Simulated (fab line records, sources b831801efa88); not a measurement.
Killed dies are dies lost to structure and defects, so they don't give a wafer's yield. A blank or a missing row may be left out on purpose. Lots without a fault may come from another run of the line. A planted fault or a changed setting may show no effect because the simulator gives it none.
Chamber matching | flow sky130 | SKY_POLY_GATE_ETCH_17 on rie_si-02: 4 sister chambers
The step etches poly-Si in HBr/Cl2, stops on SiO2, target depth 180 nm, time 70.5 s. 4 wafers are shown with their chamber, then 9 later ones without.

WAFERS WITH THEIR CHAMBER
wafer  | chamber | drypump_motor_current_A (A)
L627.2 | 2       | 5.8
L628.2 | 3       | 5.2
L628.3 | 1       | 6.1
L628.6 | 0       | 5.6

WAFERS WITHOUT THEIR CHAMBER
wafer  | drypump_motor_current_A (A)
L629.2 | 5.6
L629.3 | 5.8
L629.4 | 5.6
L639.4 | 5.6
L639.5 | 5.6
L639.6 | 5.2
L641.1 | 5.9
L641.4 | 6.1
L641.6 | 5.8

WHICH CHAMBER EACH WENT THROUGH
wafer  | from the rows above | in truth
L629.2 | 0                   | 0
L629.3 | 2                   | 2
L629.4 | 0                   | 0
L639.4 | 0                   | 0
L639.5 | 0                   | 0
L639.6 | 3                   | 3
L641.1 | 2                   | 2
L641.4 | 1                   | 1
L641.6 | 2                   | 2
Placed correctly: 9 of 9. Can't be placed from these rows: 0. Placed wrongly: 0.
How it was worked out, from the rows above alone: a wafer's distance from a chamber is the root of the sum, over the readings, of the square of ((its reading less the chamber's mean) divided by the reading's scatter). The wafer belongs to the nearest chamber; if the next one is less than 2 further off, it can't be placed. A chamber's mean is the mean of its shown wafers. The scatter: with one shown wafer a chamber, the root of the mean of the squares of how far each hidden wafer lies from its nearest shown one.
